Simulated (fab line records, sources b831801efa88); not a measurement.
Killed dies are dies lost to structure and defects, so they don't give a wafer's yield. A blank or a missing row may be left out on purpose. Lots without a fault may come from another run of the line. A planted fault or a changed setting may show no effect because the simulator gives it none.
Chamber matching | flow sky130 | SKY_VIA1_CMP_02 on cmp-02: 4 sister chambers
The step polishes SiO2. 8 wafers are shown with their chamber, then 12 later ones without.

WAFERS WITH THEIR CHAMBER
wafer  | chamber | motor_current_A (A) | platen_rpm (rpm)
L087.1 | 0       | 10.7                | 59.94
L087.2 | 1       | 11.3                | 59.98
L088.2 | 2       | 9.4                 | 59.99
L088.3 | 3       | 12.4                | 60.05
L088.6 | 3       | 11.8                | 60.05
L091.2 | 1       | 11.7                | 60.02
L091.4 | 0       | 11.6                | 59.95
L091.5 | 2       | 9.9                 | 59.96

WAFERS WITHOUT THEIR CHAMBER
wafer  | motor_current_A (A) | platen_rpm (rpm)
L093.2 | 10.2                | 59.98
L093.3 | 11.0                | 60.01
L093.5 | 11.0                | 59.97
L095.1 | 10.2                | 60.04
L095.2 | 11.8                | 60.07
L095.3 | 11.7                | 59.95
L096.1 | 9.5                 | 59.99
L096.3 | 11.7                | 60.00
L096.6 | 9.8                 | 60.00
L097.1 | 12.0                | 59.98
L097.2 | 9.7                 | 59.90
L097.4 | 10.9                | 60.02

WHICH CHAMBER EACH WENT THROUGH
wafer  | from the rows above          | in truth
L093.2 | can't be placed: 2 or 0 or 1 | 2
L093.3 | 1                            | 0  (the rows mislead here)
L093.5 | can't be placed: 0 or 1 or 2 | 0
L095.1 | can't be placed: 1 or 2 or 3 | 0
L095.2 | 3                            | 3
L095.3 | can't be placed: 0 or 1      | 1
L096.1 | 2                            | 2
L096.3 | 1                            | 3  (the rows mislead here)
L096.6 | 2                            | 2
L097.1 | can't be placed: 1 or 0      | 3
L097.2 | can't be placed: 0 or 2      | 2
L097.4 | can't be placed: 1 or 3      | 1
Placed correctly: 3 of 12. Can't be placed from these rows: 7 (the true chamber is among the candidates in 5). Placed wrongly: 2.
How it was worked out, from the rows above alone: a wafer's distance from a chamber is the root of the sum, over the readings, of the square of ((its reading less the chamber's mean) divided by the reading's scatter). The wafer belongs to the nearest chamber; if the next one is less than 2 further off, it can't be placed. A chamber's mean is the mean of its shown wafers. The scatter: the root of (the sum of the squares of (reading less its chamber's mean) over the shown wafers, divided by (wafers less chambers)).
